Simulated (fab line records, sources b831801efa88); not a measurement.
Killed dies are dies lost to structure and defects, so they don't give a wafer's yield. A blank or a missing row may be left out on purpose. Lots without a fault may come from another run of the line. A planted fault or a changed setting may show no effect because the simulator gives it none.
Problem report in the 8D (eight disciplines) form, filled by code | flow sky130 | the parts of the form that need people (team, actions taken, sign-off) are left out

1. THE PROBLEM
oes_product_au at SKY_VIA2_ETCH_15 reads a mean of 0.896 a.u. on 1 wafer of 1 lot; wafers without a fault read 0.941 a.u. with a standard deviation of 0.0048. That is -9.4 standard deviations from the usual mean.
The step: etches SiO2 in C4F8/O2/Ar, stops on TiN, target depth 546 nm, time 84 s.
First seen on wafer L521.1, day 41 00:05, on rie_diel-03. The record holds 36 wafers of 12 lots with a number at this step. Rule for "out", or "out of limits": more than 4 standard deviations from the usual mean. The other wafers with a number count as sound.

2. WHAT IT IS AND WHAT IT IS NOT
question                    | is                | is not
which readings at this step | oes_product_au    | chamber_pressure_mTorr
which lots                  | L521              | L507, L509, L511, L512, L513, L515, L517, L518, L519, L520, L522
which wafers of those lots  | L521.1            | L521.3, L521.4
read on which tools         | rie_diel-03       | rie_diel-01, rie_diel-04
when                        | from day 41 00:05 | up to then (35 sound wafers)

3. SUSPECTS, AND WHAT RULES EACH OUT
Counting: a tool at a process step up to the reading stays a suspect if it ran every lot that is out. Sound lots after the first of them don't rule it out here, since some wafers of a struck lot are sound.
- cmp-01 at SKY_VIA2_CMP_02 (polishes SiO2): kept. It ran the lot that is out, L521 (day 39 23:34); its last sound lot up to then is L520 (day 39 16:27).
- rie_diel-03 at SKY_VIA2_ETCH_15 (etches SiO2 in C4F8/O2/Ar, stops on TiN, target depth 546 nm, time 84 s): kept. It ran the lot that is out, L521 (day 41 00:05); its last sound lot up to then is L520 (day 40 17:47). Its own readings are out on those wafers: oes_product_au.
- Within cmp-01 at SKY_VIA2_CMP_02: the wafers that are out ran in chamber 3; their sound lot-mates ran in chambers 0, 2.
- Within rie_diel-03 at SKY_VIA2_ETCH_15: the wafers that are out ran in chamber 1; their sound lot-mates ran in chambers 0, 3.
Left after counting: cmp-01 at SKY_VIA2_CMP_02, rie_diel-03 at SKY_VIA2_ETCH_15.

4. THE CAUSE (what the simulator had put in)
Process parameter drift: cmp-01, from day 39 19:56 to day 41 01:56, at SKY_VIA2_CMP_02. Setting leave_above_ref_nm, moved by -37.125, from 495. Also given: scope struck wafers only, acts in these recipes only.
Counting left 2 suspects, and this tool is among them.

5. THE CHAIN OF EFFECTS, in route order
Each row: a reading whose mean over the struck wafers that have a number lies more than 3 standard deviations from the usual. Only readings for which the record gives a usual standard deviation are gone through. hours: the time from each lot's start at the first step in this table that gives one to its start at this step, as a median over the lots. sigmas: the change in usual standard deviations.
hours | step             | reading        | usual      | on struck wafers | change | sigmas
0     | SKY_VIA2_ETCH_15 | oes_product_au | 0.941 a.u. | 0.896            | -0.045 | -9.4
The process steps in it:
- SKY_VIA2_ETCH_15: etches SiO2 in C4F8/O2/Ar, stops on TiN, target depth 546 nm, time 84 s.

6. WHAT WOULD HAVE CAUGHT IT SOONER
In this record the first reading out of limits was taken at day 41 00:05, 28 hours after the fault began at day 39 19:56.
Of the tool readings at SKY_VIA2_CMP_02 for which the record gives a usual standard deviation, none was out on any struck wafer, so an alarm limit of 4 standard deviations on them would not have fired.
All the lots that are out (1) had begun SKY_VIA2_CMP_02 on cmp-01 by day 41 00:05. A hold on the tool at that time would have spared none of them.
